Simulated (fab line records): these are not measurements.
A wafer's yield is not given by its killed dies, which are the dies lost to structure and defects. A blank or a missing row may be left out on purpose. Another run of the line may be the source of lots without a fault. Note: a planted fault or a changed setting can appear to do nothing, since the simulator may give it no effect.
Chamber matching	flow sky130	4 sister chambers for SKY_LI_CONTACT_CMP_24 on cmp-01
The step polishes, stops on PSG, t overpolish 20 s, target thk 0 nm. 4 wafers are shown with their chamber, then 8 later ones without.

WAFERS PAIRED WITH THEIR CHAMBERS
wafer	chamber	motor-current-A (A)
L393.2	1	10.2
L394.2	0	11.6
L394.6	2	8.4
L396.3	3	10.6

WAFERS MISSING THEIR CHAMBER
wafer	motor-current-A (A)
L396.5	11.3
L396.6	10.0
L404.1	11.8
L404.2	10.4
L404.3	11.1
L405.3	12.1
L405.4	10.5
L405.5	11.4

WHICH CHAMBER EACH ONE RAN IN
wafer	from the rows above	in truth
L396.5	can't be placed: 0 or 3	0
L396.6	can't be placed: 1 or 3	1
L404.1	0	0
L404.2	can't be placed: 3 or 1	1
L404.3	can't be placed: 0 or 3 or 1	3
L405.3	0	0
L405.4	can't be placed: 3 or 1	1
L405.5	can't be placed: 0 or 3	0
2 of 8 placed correctly. These rows do not allow placing 6 (true chamber among the candidates in 6). Placed wrongly: 0.
How it was worked out, from the rows above alone: a wafer's distance from a chamber is the root of the sum, over the readings, of the square of ((its reading less the chamber's mean) divided by the reading's scatter). The wafer belongs to the nearest chamber; if the next one is less than 2 further off, it can't be placed. A chamber's mean is the mean of its shown wafers. The scatter (one wafer shown for each chamber): square how far every hidden wafer sits from the nearest shown wafer, average those squares and take the square root.
